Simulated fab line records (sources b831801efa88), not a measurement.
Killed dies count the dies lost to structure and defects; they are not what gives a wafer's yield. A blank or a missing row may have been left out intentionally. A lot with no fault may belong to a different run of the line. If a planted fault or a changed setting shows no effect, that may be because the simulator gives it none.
A lot that was struck, set against a sound lot :: flow sky130 :: 26 out of 708 route steps
Sound: wafers L769.1, L769.2, L769.6. Wafers L780.1, L780.4, L780.5 were the ones struck. The cause is given at the end.
Per side, at each step with rows, come the tool, then ch with its chambers, and then its first start. Under that, the readings that differ: sound wafers :: struck wafers :: difference of the means :: sigmas: that difference in standard deviations of wafers without a fault.
alike: readings with means less than 2 such deviations apart, plus words and numbers identical on both sides. not compared: withheld readings, readings lacking a value on some wafer, bounds such as >300 that could conceal the same value, and numbers that have no deviation in the record and whose values overlap.
A row with sigmas, a row that says differs or no value, or rows on one side alone: a step with any of these is where the two part. Numbers that have no deviation but don't overlap get no sigmas and don't part them. A reading that every wafer of one side lacks parts them only if that side has two wafers or more.

SKY_LDD_N_STRIP_16: strips in O2/N2.
  sound on plasma asher-04 ch 0,1, day 19 05:53; struck on plasma asher-01 ch 0,1, day 23 03:45
  alike: chamber pressure mTorr, drypump motor current A, o2 flow sccm, oes product au, strip time to endpoint s
  not compared: rf hours counter h
SKY_LDD_N_TW_MEAS_17:
  sound on film metro-03 at day 19 05:59; struck on film metro-02 at day 23 03:51
reading: LDD_N_TW
sound: 2603 2598 2599
struck: 2561 2566 2566
difference: -36
sigmas: -2
then, 7 steps without rows for these wafers: SKY_LDD_P_DEHYDRATE_00 (time 60 s); SKY_LDD_P_HMDS_01 (prime time 60 s); SKY_LDD_P_COAT_02 (resist thk 1140 nm); SKY_LDD_P_SOFTBAKE_03 (time 60 s); SKY_LDD_P_EXPOSE_04 (exposes mask PSDM, target cd 380 nm); SKY_LDD_P_PEB_05; SKY_LDD_P_DEVELOP_06 (develop time 60 s).
SKY_LDD_P_CD_MEAS_07: target cd 380 nm.
  sound on cd sem-01 at day 20 12:09; struck on cd sem-02 at day 24 09:47
  alike: cd nm
SKY_LDD_P_OVL_MEAS_08:
  sound on overlay-01 at day 20 12:16; struck on overlay-01 at day 24 09:55
  alike: LDD_P_OVL
after that, 1 step had no rows for these wafers: SKY_LDD_P_IMPLANT_09.
SKY_LDD_P_STRIP_10: strips in O2/N2.
  sound on plasma asher-02 ch 0,1, day 20 12:28; struck on plasma asher-02 ch 0,1, day 24 10:06
reading: oes product au (a.u.)
sound: 0.724 0.715 0.721
struck: 0.938 0.937 0.943
difference: +0.219
sigmas: +48

reading: strip time to endpoint s (s)
sound: 14.23 14.19 14.17
struck: - - -
difference: no value on the struck wafers
sigmas: 

reading: model.NOVOLAK_of_LDD_P_COAT_02.thk nm (nm)
sound: 0 0 0
struck: 329.1 328.4 328.4
difference: +328.6
sigmas: 
  alike: chamber pressure mTorr, drypump motor current A, o2 flow sccm
  not compared: rf hours counter h
SKY_LDD_P_TW_MEAS_11:
  sound on film metro-03 at day 20 12:34; struck on film metro-01 at day 24 10:12
  alike: LDD_P_TW
then, 7 steps without rows for these wafers: SKY_LDD_HVN_DEHYDRATE_00 (time 60 s); SKY_LDD_HVN_HMDS_01 (prime time 60 s); SKY_LDD_HVN_COAT_02 (resist thk 300 nm); SKY_LDD_HVN_SOFTBAKE_03 (time 60 s); SKY_LDD_HVN_EXPOSE_04 (exposes mask HVNTM, target cd 700 nm); SKY_LDD_HVN_PEB_05; SKY_LDD_HVN_DEVELOP_06 (develop time 60 s).
SKY_LDD_HVN_OVL_MEAS_07:
  sound on overlay-01 at day 21 19:38; struck on overlay-01 at day 25 16:06
  alike: LDD_HVN_OVL
after that, 1 step had no rows for these wafers: SKY_LDD_HVN_IMPLANT_08.
SKY_LDD_HVN_STRIP_09: strips in O2/N2.
  sound on plasma asher-04 ch 0,1, day 21 19:50; struck on plasma asher-02 ch 0,1, day 25 16:17
reading: oes product au (a.u.)
sound: 0.411 0.408 0.410
struck: 0.622 0.624 0.623
difference: +0.213
sigmas: +45

reading: strip time to endpoint s (s)
sound: 4.144 4.132 4.124
struck: 9.397 9.387 9.408
difference: +5.264
sigmas: +99 or more
  alike: chamber pressure mTorr, drypump motor current A, o2 flow sccm
  not compared: rf hours counter h
SKY_LDD_HVN_TW_MEAS_10:
  sound on film metro-04 at day 21 19:56; struck on film metro-02 at day 25 16:23
reading: LDD_HVN_TW
sound: 1419 1425 1417
struck: 30 30 30
difference: -1390
sigmas: -99 or more
then, 1 step without rows for these wafers: SKY_LDD_HVP_DEHYDRATE_00 (time 60 s).

## WHERE THEY PART
Last at SKY_LDD_HVN_TW_MEAS_10 as far as this record goes, first at SKY_LDD_N_TW_MEAS_17.

WHY: what had been put in by the simulator
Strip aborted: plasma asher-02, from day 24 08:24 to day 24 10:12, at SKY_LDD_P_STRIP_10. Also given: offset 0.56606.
